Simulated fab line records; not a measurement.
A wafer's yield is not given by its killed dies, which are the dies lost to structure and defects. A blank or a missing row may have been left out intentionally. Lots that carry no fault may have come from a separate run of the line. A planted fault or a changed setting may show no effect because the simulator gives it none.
What tool caused it?	flow sky130	24 lots, 72 wafers sampled, at 6 steps of a route of 708

WHAT THE GAUGES READ, wafer by wafer
SKY_POLY_CUT_CD_MEAS_08 targets a cd of 270 nm. Usual: cd_nm 269.7 nm, standard deviation 1.3.
lot	measured	on	cd_nm (nm)	flag
L074	day 24 10:57	cd_sem-01	269.5 269.8 270.8	
L075	day 24 16:00	cd_sem-02	269.4 268.3 269.2	
L076	day 25 08:30	cd_sem-02	269.1 267.7 269.0	
L077	day 25 23:30	cd_sem-01	272.0 270.5 270.5	
L079	day 26 04:39	cd_sem-01	271.7 271.5 272.2	
L078	day 26 09:43	cd_sem-02	268.8 268.0 269.5	
L080	day 26 17:59	cd_sem-02	266.7 267.5 266.2	
L081	day 27 04:07	cd_sem-01	270.7 270.3 270.3	
L082	day 27 11:57	cd_sem-02	270.9 270.2 270.9	
L083	day 28 05:06	cd_sem-02	269.9 268.5 270.4	
L084	day 28 12:08	cd_sem-02	270.2 271.8 269.9	
L085	day 28 17:35	cd_sem-02	269.7 268.9 268.7	
L086	day 28 21:27	cd_sem-01	268.7 268.9 268.6	
L087	day 29 04:23	cd_sem-01	270.0 269.2 269.8	
L088	day 29 21:57	cd_sem-02	266.4 269.1 268.2	
L089	day 30 03:42	cd_sem-01	271.1 269.5 270.2	
L090	day 30 05:45	cd_sem-01	269.4 270.9 271.4	
L091	day 30 11:28	cd_sem-02	271.1 270.2 269.0	
L092	day 30 19:03	cd_sem-02	270.1 270.0 271.4	
L094	day 31 03:52	cd_sem-01	270.2 269.9 270.0	
L093	day 31 07:17	cd_sem-01	269.2 269.7 269.0	
L095	day 31 20:26	cd_sem-01	271.7 270.6 272.5	
L096	day 31 22:53	cd_sem-02	269.9 269.1 268.5	
L097	day 32 00:48	cd_sem-01	271.0 270.9 269.9	

SKY_METAL1_CD_MEAS_15 targets a cd of 140 nm. Usual: cd_nm 140.3 nm, standard deviation 1.5.
lot	measured	on	cd_nm (nm)	flag
L074	day 33 03:21	cd_sem-02	140.8 141.6 140.9	
L075	day 33 12:49	cd_sem-02	138.4 139.3 139.6	
L076	day 33 23:55	cd_sem-01	141.9 142.5 144.1	
L077	day 34 14:13	cd_sem-01	140.9 141.2 140.7	
L079	day 34 16:45	cd_sem-01	137.4 138.9 137.8	
L078	day 34 23:18	cd_sem-02	141.1 139.6 140.6	
L080	day 35 05:35	cd_sem-01	140.3 138.9 139.9	
L081	day 35 18:01	cd_sem-02	139.4 138.7 139.6	
L082	day 35 23:06	cd_sem-02	141.1 143.4 142.1	
L083	day 36 14:18	cd_sem-02	138.0 139.2 138.8	
L084	day 36 21:35	cd_sem-02	137.8 139.1 138.5	
L085	day 37 01:44	cd_sem-02	142.0 141.9 141.7	
L086	day 37 04:21	cd_sem-02	138.5 141.5 139.8	
L087	day 37 10:27	cd_sem-01	139.8 140.2 139.9	
L088	day 38 02:49	cd_sem-01	141.9 140.6 142.9	
L089	day 38 08:00	cd_sem-01	141.2 141.5 141.4	
L090	day 38 11:41	cd_sem-02	138.9 138.2 137.9	
L091	day 38 13:45	cd_sem-02	140.3 142.0 141.5	
L092	day 38 21:41	cd_sem-02	138.5 139.8 138.0	
L094	day 39 06:00	cd_sem-02	142.3 141.1 141.3	
L093	day 39 08:54	cd_sem-02	139.2 138.9 138.0	
L095	day 39 20:00	cd_sem-02	140.0 140.5 139.8	
L096	day 39 23:24	cd_sem-02	140.7 141.5 140.9	
L097	day 40 01:27	cd_sem-02	141.7 140.8 140.5	

SKY_PASSIVATION_THK_MEAS_01. Usual: PASSIVATION_CVD_00_THK typically reads 90.0 nm, with standard deviation 1.3.
lot	measured	on	PASSIVATION_CVD_00_THK (nm)	flag
L074	day 44 07:24	film_metro-04	89.0 91.2 91.2	
L075	day 44 13:50	film_metro-04	90.3 89.7 90.0	
L076	day 45 00:53	film_metro-04	89.3 92.8 89.9	
L077	day 45 11:23	film_metro-04	89.4 91.0 90.0	
L079	day 45 13:18	film_metro-03	87.7 90.6 89.0	
L078	day 45 19:54	film_metro-04	89.6 90.5 89.6	
L080	day 45 22:55	film_metro-01	90.7 91.1 91.8	
L081	day 46 08:43	film_metro-01	91.3 92.7 90.0	
L082	day 46 14:14	film_metro-03	89.3 89.4 90.3	
L083	day 47 03:11	film_metro-03	87.4 90.1 89.5	
L084	day 47 06:47	film_metro-03	90.5 90.0 92.2	
L085	day 47 10:53	film_metro-01	90.1 90.7 91.3	
L086	day 47 11:18	film_metro-01	90.2 89.5 89.2	
L087	day 47 18:59	film_metro-01	86.9 89.7 91.1	
L088	day 48 04:59	film_metro-01	89.8 90.0 91.4	
L089	day 48 07:43	film_metro-01	88.9 90.6 91.6	
L090	day 48 10:00	film_metro-01	89.6 92.3 90.1	
L091	day 48 17:11	film_metro-03	90.0 89.1 91.6	
L092	day 48 23:23	film_metro-01	89.9 87.6 91.2	
L094	day 49 02:30	film_metro-04	89.4 86.8 90.0	
L093	day 49 03:17	film_metro-03	90.1 89.9 89.2	
L095	day 49 13:38	film_metro-04	88.3 87.4 89.8	
L096	day 49 19:56	film_metro-04	89.4 90.2 89.4	
L097	day 49 19:59	film_metro-03	87.9 89.7 90.4	

EACH LOT AND THE TOOL THAT RAN IT (in order: tool; ch and the chambers of the sampled wafers; start)
lot	SKY_VIA1_CVD_21	SKY_VIA2_SPUTTER_20	SKY_VIA4_CMP_02
L074	cvd_w-01 ch 0,1, day 34 09:18	pvd_sputter-04, day 36 18:23	cmp-01 ch 1,2,3, day 42 07:09
L075	cvd_w-02 ch 0,1, day 34 18:47	pvd_sputter-04, day 37 03:00	cmp-02 ch 0,2,3, day 42 13:45
L076	cvd_w-01 ch 1, day 35 05:19	pvd_sputter-04, day 37 12:43	cmp-01 ch 0,2, day 43 00:51
L077	cvd_w-02 ch 0,1, day 35 19:28	pvd_sputter-01, day 38 02:25	cmp-02 ch 0,1,2, day 43 11:37
L079	cvd_w-02 ch 0,1, day 35 22:04	pvd_sputter-04, day 38 04:38	cmp-02 ch 0,1,2, day 43 14:11
L078	cvd_w-02 ch 0, day 36 03:50	pvd_sputter-01, day 38 11:25	cmp-01 ch 2,3, day 43 21:19
L080	cvd_w-02 ch 0, day 36 10:29	pvd_sputter-04, day 38 17:14	cmp-01 ch 1,2,3, day 44 00:46
L081	cvd_w-01 ch 0,1, day 36 22:56	pvd_sputter-04, day 39 05:34	cmp-02 ch 1,2,3, day 44 11:12
L082	cvd_w-02 ch 1, day 37 04:00	pvd_sputter-03, day 39 09:17	cmp-02 ch 0,3, day 44 16:13
L083	cvd_w-01 ch 0,1, day 37 17:58	pvd_sputter-03, day 40 00:54	cmp-01 ch 0,1,2, day 45 06:44
L084	cvd_w-01 ch 0,1, day 38 01:11	pvd_sputter-01, day 40 06:36	cmp-01 ch 1,3, day 45 09:58
L085	cvd_w-01 ch 0, day 38 05:13	pvd_sputter-04, day 40 11:25	cmp-01 ch 0,1,2, day 45 14:19
L086	cvd_w-01 ch 0, day 38 06:38	pvd_sputter-03, day 40 12:31	cmp-01 ch 1,2,3, day 45 14:37
L087	cvd_w-02 ch 0,1, day 38 14:23	pvd_sputter-01, day 40 19:41	cmp-02 ch 0,1, day 45 22:45
L088	cvd_w-01 ch 0,1, day 39 06:11	pvd_sputter-01, day 41 10:04	cmp-02 ch 0,1,2, day 46 10:18
L089	cvd_w-02 ch 0,1, day 39 11:15	pvd_sputter-03, day 41 15:53	cmp-02 ch 0,1,3, day 46 14:45
L090	cvd_w-02 ch 1, day 39 15:20	pvd_sputter-03, day 41 18:58	cmp-01 ch 0,3, day 46 16:08
L091	cvd_w-01 ch 0,1, day 39 17:49	pvd_sputter-03, day 41 22:35	cmp-01 ch 0,1,2, day 46 22:26
L092	cvd_w-02 ch 0,1, day 40 00:46	pvd_sputter-01, day 42 05:02	cmp-01 ch 1,2,3, day 47 03:33
L094	cvd_w-02 ch 0,1, day 40 09:14	pvd_sputter-03, day 42 12:53	cmp-01 ch 0,1, day 47 09:05
L093	cvd_w-01 ch 0,1, day 40 11:37	pvd_sputter-04, day 42 14:25	cmp-01 ch 0,2, day 47 11:02
L095	cvd_w-01 ch 0,1, day 40 23:13	pvd_sputter-03, day 43 02:16	cmp-02 ch 0,2, day 47 21:50
L096	cvd_w-01 ch 0,1, day 41 03:05	pvd_sputter-04, day 43 06:47	cmp-01 ch 0,3, day 48 03:58
L097	cvd_w-02 ch 0,1, day 41 04:46	pvd_sputter-03, day 43 07:06	cmp-01 ch 1,2,3, day 48 04:13
- SKY_VIA1_CVD_21: deposits W, target thk 270 nm, time 80.902 s.
- SKY_VIA2_SPUTTER_20: material TiN, target thk 20 nm, time 80 s.
- SKY_VIA4_CMP_02: polishes SiO2.

WHAT THE TOOLS THEMSELVES READ (means of the sampled wafers that have a number; where no wafer has one, the mark that the record gives instead)
SKY_VIA1_CVD_21. Usual: heater_power_w 959 W, standard deviation 77.
lot	tool	heater_power_w (W)	flag
L074	cvd_w-01	927	
L075	cvd_w-02	1012	
L076	cvd_w-01	948	
L077	cvd_w-02	994	
L079	cvd_w-02	993	
L078	cvd_w-02	1072	
L080	cvd_w-02	1053	
L081	cvd_w-01	909	
L082	cvd_w-02	946	
L083	cvd_w-01	918	
L084	cvd_w-01	905	
L085	cvd_w-01	918	
L086	cvd_w-01	898	
L087	cvd_w-02	1026	
L088	cvd_w-01	874	
L089	cvd_w-02	1033	
L090	cvd_w-02	949	
L091	cvd_w-01	867	
L092	cvd_w-02	1029	
L094	cvd_w-02	999	
L093	cvd_w-01	851	
L095	cvd_w-01	872	
L096	cvd_w-01	887	
L097	cvd_w-02	1000	

SKY_VIA2_SPUTTER_20. Usual: throttle_valve_pct 29.5 %, standard deviation 0.69.
lot	tool	throttle_valve_pct (%)	flag
L074	pvd_sputter-04	29.2	
L075	pvd_sputter-04	29.4	
L076	pvd_sputter-04	29.4	
L077	pvd_sputter-01	28.9	
L079	pvd_sputter-04	29.2	
L078	pvd_sputter-01	30.2	
L080	pvd_sputter-04	29.4	
L081	pvd_sputter-04	29.3	
L082	pvd_sputter-03	30.4	
L083	pvd_sputter-03	29.3	
L084	pvd_sputter-01	28.9	
L085	pvd_sputter-04	29.2	
L086	pvd_sputter-03	29.3	
L087	pvd_sputter-01	28.8	
L088	pvd_sputter-01	28.7	
L089	pvd_sputter-03	29.4	
L090	pvd_sputter-03	29.5	
L091	pvd_sputter-03	30.5	
L092	pvd_sputter-01	29.4	
L094	pvd_sputter-03	29.9	
L093	pvd_sputter-04	29.4	
L095	pvd_sputter-03	29.3	
L096	pvd_sputter-04	29.3	
L097	pvd_sputter-03	30.1	

SKY_VIA4_CMP_02. Usual: motor_current_A 11.9 A, standard deviation 1.6.
lot	tool	motor_current_A (A)	flag
L074	cmp-01	11.5	
L075	cmp-02	14.0	
L076	cmp-01	13.0	
L077	cmp-02	12.8	
L079	cmp-02	12.6	
L078	cmp-01	11.6	
L080	cmp-01	11.2	
L081	cmp-02	13.1	
L082	cmp-02	12.4	
L083	cmp-01	11.9	
L084	cmp-01	10.9	
L085	cmp-01	12.5	
L086	cmp-01	11.2	
L087	cmp-02	10.8	
L088	cmp-02	12.4	
L089	cmp-02	12.0	
L090	cmp-01	11.9	
L091	cmp-01	12.2	
L092	cmp-01	11.4	
L094	cmp-01	11.6	
L093	cmp-01	12.8	
L095	cmp-02	13.7	
L096	cmp-01	12.0	
L097	cmp-01	11.0	

THE ANSWER, worked out from the rows above alone
Rule: take the mean of a lot's wafers that have a number; if it is more than 3 standard deviations from the usual mean, the lot is off. Also off: a lot with no number at a reading for which 4 or more lots have one. The other lots that the step has rows for count as sound. First the gauges in route order, then the tools' own readings, where a lot's mean is used as printed above. At the first step where some lot is off, the reading lying furthest off is the one used; lots without a number count as furthest.
Nothing can be told from this: no lot is off at any reading shown.

WHAT WAS PUT IN BY THE SIMULATOR
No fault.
